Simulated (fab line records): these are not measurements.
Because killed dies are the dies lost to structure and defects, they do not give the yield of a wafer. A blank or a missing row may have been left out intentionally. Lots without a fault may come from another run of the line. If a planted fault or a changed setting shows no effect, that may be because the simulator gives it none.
Chamber matching + flow sky130 + 4 sister chambers for SKY_CONTACT_CMP_04 on cmp-01
The step polishes SiO2. 4 wafers are shown with their chamber, then 12 later ones without.

## EACH WAFER AND ITS CHAMBER
| wafer  | chamber | motor-current-A (A) |
|--------|---------|---------------------|
| L088.6 | 3       | 12.2                |
| L088.2 | 2       | 13.0                |
| L088.3 | 1       | 14.4                |
| L088.5 | 0       | 12.0                |

## WAFERS WITH NO CHAMBER GIVEN
| wafer  | motor-current-A (A) |
|--------|---------------------|
| L090.4 | 12.7                |
| L090.5 | 12.3                |
| L090.6 | 13.3                |
| L093.2 | 13.2                |
| L093.4 | 12.9                |
| L093.5 | 13.1                |
| L094.2 | 13.3                |
| L094.3 | 13.5                |
| L094.5 | 13.5                |
| L094.1 | 12.8                |
| L094.4 | 11.9                |
| L094.6 | 13.4                |

## CHAMBER TAKEN BY EACH
| wafer  | from the rows above          | in truth                   |
|--------|------------------------------|----------------------------|
| L090.4 | can't be placed: 2 or 3 or 0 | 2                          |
| L090.5 | can't be placed: 3 or 0      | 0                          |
| L090.6 | 2                            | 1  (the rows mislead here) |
| L093.2 | 2                            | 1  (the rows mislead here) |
| L093.4 | 2                            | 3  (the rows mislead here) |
| L093.5 | 2                            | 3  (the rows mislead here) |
| L094.2 | 2                            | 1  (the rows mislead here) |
| L094.3 | can't be placed: 2 or 1      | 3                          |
| L094.5 | can't be placed: 2 or 1      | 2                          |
| L094.1 | can't be placed: 2 or 3      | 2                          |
| L094.4 | can't be placed: 0 or 3      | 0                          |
| L094.6 | 2                            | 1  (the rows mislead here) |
Correctly placed: 0 of 12. Unplaceable from these rows: 6, with the true chamber sitting among the candidates in 5. Wrongly placed: 6.
How it was worked out, from the rows above alone: a wafer's distance from a chamber is the root of the sum, over the readings, of the square of ((its reading less the chamber's mean) divided by the reading's scatter). If the next closest chamber is less than 2 further off than the closest, the wafer can't be placed; otherwise it belongs to the closest. A chamber's mean is the mean of its shown wafers. The scatter: root of mean squared gap, hidden wafer to nearest shown wafer, with one shown wafer a chamber.
